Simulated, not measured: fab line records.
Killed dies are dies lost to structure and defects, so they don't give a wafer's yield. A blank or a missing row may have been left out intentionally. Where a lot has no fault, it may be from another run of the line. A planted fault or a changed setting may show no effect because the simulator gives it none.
What tool caused it?	flow gf180mcu	39 wafers from 13 lots sampled at 5 of the route's 602 steps

== WHAT EACH GAUGE READ, for each wafer ==
GF_PSD_CD_MEAS_07: target cd 400 nm.
lot	measured	on	cd_nm (nm)
L765	day 14 06:31	cd_sem-01	402.3 401.9 401.1
L766	day 14 10:08	cd_sem-02	398.3 399.4 402.2
L769	day 15 09:56	cd_sem-01	403.2 401.5 401.8
L770	day 15 19:52	cd_sem-02	401.7 400.9 399.4
L771	day 16 09:37	cd_sem-01	399.5 400.4 399.0
L776	day 17 18:47	cd_sem-01	395.2 398.5 395.9
L778	day 18 17:01	cd_sem-02	402.8 402.0 403.0
L783	day 20 23:25	cd_sem-02	401.5 401.3 399.5
L784	day 21 14:28	cd_sem-01	398.7 397.2 398.3
L785	day 21 15:16	cd_sem-01	399.9 401.9 398.7
L786	day 21 20:29	cd_sem-01	396.6 396.8 396.0
L787	day 22 08:58	cd_sem-01	398.0 397.7 396.9
L788	day 22 11:38	cd_sem-02	394.0 396.2 397.4

GF_CONTACT_THK_MEAS_03.
lot	measured	on	CONTACT_CVD_02_THK (nm)
L765	day 15 05:13	film_metro-01	859 856 860
L766	day 15 09:38	film_metro-04	843 852 856
L769	day 16 10:31	film_metro-01	855 863 879
L770	day 16 20:20	film_metro-03	848 869 862
L771	day 17 10:35	film_metro-04	865 870 861
L776	day 18 20:13	film_metro-03	857 856 1358
L778	day 19 19:41	film_metro-01	844 861 866
L783	day 22 00:46	film_metro-03	842 850 859
L784	day 22 15:26	film_metro-04	842 856 854
L785	day 22 16:19	film_metro-03	856 853 833
L786	day 22 21:31	film_metro-03	843 858 861
L787	day 23 09:17	film_metro-01	861 858 869
L788	day 23 12:46	film_metro-01	847 870 866

GF_CONTACT_CD_MEAS_14: target cd 220 nm.
lot	measured	on	cd_nm (nm)
L765	day 16 03:31	cd_sem-01	223.1 221.4 221.4
L766	day 16 08:35	cd_sem-01	220.8 220.4 221.7
L769	day 17 09:56	cd_sem-02	221.2 218.5 219.1
L770	day 17 19:46	cd_sem-01	220.3 219.1 220.9
L771	day 18 10:16	cd_sem-02	222.2 223.2 222.6
L776	day 19 21:05	cd_sem-01	218.2 218.2 217.4
L778	day 20 20:43	cd_sem-02	221.1 221.3 219.7
L783	day 23 00:13	cd_sem-02	220.7 220.7 218.5
L784	day 23 14:31	cd_sem-02	221.8 220.1 220.7
L785	day 23 15:46	cd_sem-01	218.7 218.9 218.0
L786	day 23 20:43	cd_sem-02	221.3 219.2 220.0
L787	day 24 07:58	cd_sem-01	218.1 218.4 218.7
L788	day 24 11:44	cd_sem-01	219.3 219.5 219.5

== TOOL THAT RAN EACH LOT (tool first, then ch and the chambers of the sampled wafers, then the start) ==
lot	GF_CONTACT_CVD_02	GF_CONTACT_CMP_04
L765	pecvd-02 ch 0,1,2, day 15 05:08	cmp-02 ch 2,3, day 15 05:19
L766	pecvd-01 ch 0,1,2, day 15 09:34	cmp-01 ch 1,3, day 15 09:41
L769	pecvd-04 ch 0,1,2, day 16 10:26	cmp-02 ch 0,1,2, day 16 10:37
L770	pecvd-01 ch 0,2, day 16 20:14	cmp-01 ch 0,1, day 16 20:22
L771	pecvd-04 ch 0,1, day 17 10:31	cmp-02 ch 0,2,3, day 17 10:47
L776	pecvd-02 ch 0,1,2, day 18 20:08	cmp-02 ch 0,1,2, day 18 20:20
L778	pecvd-04 ch 0,2, day 19 19:36	cmp-01 ch 0,1,2, day 19 19:50
L783	pecvd-04 ch 0,1, day 22 00:41	cmp-02 ch 0,1, day 22 00:49
L784	pecvd-02 ch 1,2, day 22 15:22	cmp-01 ch 0,1, day 22 15:30
L785	pecvd-01 ch 0,1,2, day 22 16:14	cmp-01 ch 0,1,3, day 22 16:22
L786	pecvd-02 ch 1,2, day 22 21:26	cmp-02 ch 0,2,3, day 22 21:34
L787	pecvd-02 ch 1,2, day 23 09:13	cmp-02 ch 1,2,3, day 23 09:20
L788	pecvd-04 ch 0,2, day 23 12:41	cmp-02 ch 1,2,3, day 23 12:58
- GF_CONTACT_CVD_02: deposits SiO2 from TEOS, target thk 860 nm, time 95.992 s.
- GF_CONTACT_CMP_04: polishes SiO2.

== AS READ BY THE TOOLS THEMSELVES (means over the sampled wafers that have a number; for cases with no such wafer, the mark the record gives instead) ==
GF_CONTACT_CVD_02.
lot	tool	heater_power_w (W)
L765	pecvd-02	735
L766	pecvd-01	702
L769	pecvd-04	667
L770	pecvd-01	673
L771	pecvd-04	656
L776	pecvd-02	702
L778	pecvd-04	747
L783	pecvd-04	838
L784	pecvd-02	700
L785	pecvd-01	744
L786	pecvd-02	747
L787	pecvd-02	683
L788	pecvd-04	777

GF_CONTACT_CMP_04.
lot	tool	motor_current_A (A)	time_to_endpoint_s (s)
L765	cmp-02	12.4	107
L766	cmp-01	10.5	104
L769	cmp-02	11.3	111
L770	cmp-01	11.4	108
L771	cmp-02	11.8	112
L776	cmp-02	11.3	160
L778	cmp-01	11.2	105
L783	cmp-02	11.0	99
L784	cmp-01	11.5	105
L785	cmp-01	10.8	106
L786	cmp-02	11.3	101
L787	cmp-02	11.7	104
L788	cmp-02	12.0	99

== THE ANSWER, worked out from the rows above alone ==
Rule: usual is defined by the lots themselves. The widest of any qualifying gaps counts: lots, ordered by their means at a reading, are off when they make up no more than a third of the lots, leave a main group of 4 or more, and stand apart from it by 3 or more times the standard deviation of that group's means. If all means in a main group match to the digits the tables above print for the reading, that group is not used. A lot without any number at a reading at which 4 lots or more have one is off too. Any other lot the step has rows for is counted as sound. After the gauges, taken in route order, come the tools' own readings; for these a lot's mean is taken, as printed above. At the first step where some lot is off, the reading lying furthest off is the one used; lots without a number count as furthest.
Off: L776, seen at GF_CONTACT_THK_MEAS_03 (CONTACT_CVD_02_THK). The main group: mean 857 nm, standard deviation 6.
A tool fits if, at a process step before that reading, it ran every lot that is off, and no sound lot after the first of them. The gauges at GF_CONTACT_THK_MEAS_03 aren't tried: what is off there is off at GF_CONTACT_CMP_04 too, on other tools, and a gauge's error can't cause that. None of those tried fits.

== WHAT THE SIMULATOR PUT IN ==
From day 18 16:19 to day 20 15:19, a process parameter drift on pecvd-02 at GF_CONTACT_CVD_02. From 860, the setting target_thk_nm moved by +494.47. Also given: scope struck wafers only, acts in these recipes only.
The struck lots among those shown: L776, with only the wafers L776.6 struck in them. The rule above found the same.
